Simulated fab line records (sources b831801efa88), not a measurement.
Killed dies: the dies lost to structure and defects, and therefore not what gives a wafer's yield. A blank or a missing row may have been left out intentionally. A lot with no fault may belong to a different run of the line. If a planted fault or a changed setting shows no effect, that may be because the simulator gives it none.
Matching of chambers :: flow sky130 :: SKY_VIA4_CMP_02 on cmp-02 has 4 sister chambers
The step polishes SiO2. 8 wafers are shown with their chamber, then 7 later ones without.

WAFERS, EACH WITH ITS CHAMBER
wafer: L820.5
chamber: 3
motor current A (A): 15.2
edge zone pressure frac: 1.009

wafer: L827.3
chamber: 3
motor current A (A): 15.2
edge zone pressure frac: 1.004

wafer: L828.1
chamber: 2
motor current A (A): 13.7
edge zone pressure frac: 0.999

wafer: L831.1
chamber: 0
motor current A (A): 10.7
edge zone pressure frac: 0.997

wafer: L831.2
chamber: 1
motor current A (A): 11.1
edge zone pressure frac: 0.998

wafer: L831.3
chamber: 2
motor current A (A): 13.2
edge zone pressure frac: 0.993

wafer: L838.2
chamber: 1
motor current A (A): 11.6
edge zone pressure frac: 0.999

wafer: L838.3
chamber: 0
motor current A (A): 10.4
edge zone pressure frac: 0.994

WAFERS WITHOUT THEIR CHAMBER
wafer: L838.4
motor current A (A): 15.1
edge zone pressure frac: 1.001

wafer: L839.1
motor current A (A): 11.3
edge zone pressure frac: 0.996

wafer: L839.3
motor current A (A): 14.0
edge zone pressure frac: 0.994

wafer: L839.5
motor current A (A): 11.8
edge zone pressure frac: 0.996

wafer: L841.2
motor current A (A): 15.2
edge zone pressure frac: 0.997

wafer: L841.4
motor current A (A): 13.8
edge zone pressure frac: 1.002

wafer: L841.5
motor current A (A): 15.2
edge zone pressure frac: 1.004

WHICH CHAMBER EACH ONE RAN IN
wafer: L838.4
from the rows above: 3
in truth: 3

wafer: L839.1
from the rows above: can't be placed: 1 or 0
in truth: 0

wafer: L839.3
from the rows above: 2
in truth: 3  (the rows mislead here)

wafer: L839.5
from the rows above: 1
in truth: 1

wafer: L841.2
from the rows above: 3
in truth: 3

wafer: L841.4
from the rows above: 2
in truth: 2

wafer: L841.5
from the rows above: 3
in truth: 3
Placed correctly: 5 of 7. Cannot be placed on the basis of these rows: 1; the candidates contain the true chamber in 1. 1 placed wrongly.
How it was worked out, from the rows above alone: a wafer's distance from a chamber is the root of the sum, over the readings, of the square of ((its reading less the chamber's mean) divided by the reading's scatter). If the next closest chamber is less than 2 further off than the closest, the wafer can't be placed; otherwise it belongs to the closest. For every chamber, the mean is computed from those of its wafers that are shown. The scatter: take each reading less its chamber's mean, square it, sum over the shown wafers, divide by the number of wafers less the number of chambers, and take the root.
